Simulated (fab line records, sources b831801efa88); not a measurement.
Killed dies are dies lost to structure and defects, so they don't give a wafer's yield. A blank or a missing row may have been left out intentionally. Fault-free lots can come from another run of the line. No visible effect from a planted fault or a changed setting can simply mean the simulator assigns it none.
2 desks looking at one fault + flow sky130 + numbers are kept per desk, each desk with only its own; the story behind them comes last

FROM THE METROLOGY DESK
Lot by lot, what the gauges showed, no matter which tool ran the lot: averages of those sampled wafers that carry a number. Any lot whose mean is over 4 standard deviations away from the usual mean is out of limits and marked OUT; that distance is given in the brackets.
Columns: A = VT_ADJUST_LVTN_2_TW at SKY_VT_ADJUST_LVTN_TW_MEAS_21, usual 188.0; B = cd_nm at SKY_VT_ADJUST_NCORE_CD_MEAS_07, usual 380.6 nm; C = VT_ADJUST_PCH_TW at SKY_VT_ADJUST_PCH_TW_MEAS_10, usual 143.0
| lot  | first seen here | A     | B     | C               |
|------|-----------------|-------|-------|-----------------|
| L668 | day 7 17:52     | 186.3 | 378.1 | 143.1           |
| L671 | day 8 14:58     | 186.7 | 382.0 | 143.1           |
| L672 | day 8 21:35     | 186.9 | 378.1 | 143.9           |
| L678 | day 10 10:35    | 188.5 | 379.5 | 153.6 (+16) OUT |
| L681 | day 11 10:28    | 186.6 | 378.2 | 153.8 (+17) OUT |
| L682 | day 11 12:07    | 189.2 | 378.1 | 154.6 (+18) OUT |
| L686 | day 12 15:05    | 187.2 | 381.0 | 143.1           |
| L687 | day 13 00:51    | 189.8 | 378.2 | 144.0           |
| L688 | day 13 10:44    | 188.5 | 382.3 | 142.4           |
| L689 | day 13 16:31    | 189.0 | 381.3 | 142.2           |
| L690 | day 13 21:17    | 188.3 | 383.1 | 143.3           |
| L691 | day 14 03:44    | 189.0 | 386.9 | 142.5           |
Finding of this desk: L678, L681, L682 out of limits, first seen on L678 at day 13 10:28 (VT_ADJUST_PCH_TW at SKY_VT_ADJUST_PCH_TW_MEAS_10). L668, L671, L672, L686, L687, L688, L689, L690, L691 stayed within limits.

TOOL OWNER'S DESK, implanter-02
The tool's own readings at SKY_VT_ADJUST_PCH_IMPLANT_08: means of the sampled wafers that have a number, for each lot that ran on this tool. Any lot whose mean is over 4 standard deviations away from the usual mean is out of limits and marked OUT; that distance is given in the brackets.
Columns: A = beam_on_s at SKY_VT_ADJUST_PCH_IMPLANT_08, usual 10.00 s; B = dose_ions_cm2 at SKY_VT_ADJUST_PCH_IMPLANT_08, usual 5e+11; C = faraday_current_uA at SKY_VT_ADJUST_PCH_IMPLANT_08, usual 2.82
| lot  | first seen here | A     | B                       | C              |
|------|-----------------|-------|-------------------------|----------------|
| L668 | day 10 08:25    | 10.13 | 5e+11                   | 2.79           |
| L678 | day 13 10:16    | 10.25 | 7e+11 (+99 or more) OUT | 3.66 (+14) OUT |
| L681 | day 14 14:09    | 9.82  | 7e+11 (+99 or more) OUT | 3.82 (+16) OUT |
| L682 | day 14 16:38    | 10.03 | 7e+11 (+99 or more) OUT | 3.75 (+15) OUT |
| L688 | day 16 20:46    | 9.92  | 5e+11                   | 2.84           |
| L689 | day 17 02:50    | 10.00 | 5e+11                   | 2.82           |
| L690 | day 17 07:27    | 9.99  | 5e+11                   | 2.82           |
| L691 | day 17 15:58    | 9.93  | 5e+11                   | 2.84           |
This desk's verdict: out of limits on L678, L681, L682, starting with L678 at day 13 10:16 (dose_ions_cm2 at SKY_VT_ADJUST_PCH_IMPLANT_08). L668, L688, L689, L690, L691 stayed within limits.

PUT TOGETHER
The tool owner's desk had the chance to raise an alarm at day 13 10:16 on L678, L681, L682.
Metrology desk: alarm possible at day 13 10:28 on L678, L681, L682.
All the named lots went through SKY_VT_ADJUST_PCH_IMPLANT_08 on implanter-02.

WHAT THE SIMULATOR PUT IN
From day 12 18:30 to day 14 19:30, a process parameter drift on implanter-02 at SKY_VT_ADJUST_PCH_IMPLANT_08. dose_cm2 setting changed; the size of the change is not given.
Shown lots that were struck: L678, L681, L682.
Hours from the fault's start to each desk's first reading out of limits: the tool owner's desk, 16; the metrology desk, 16.
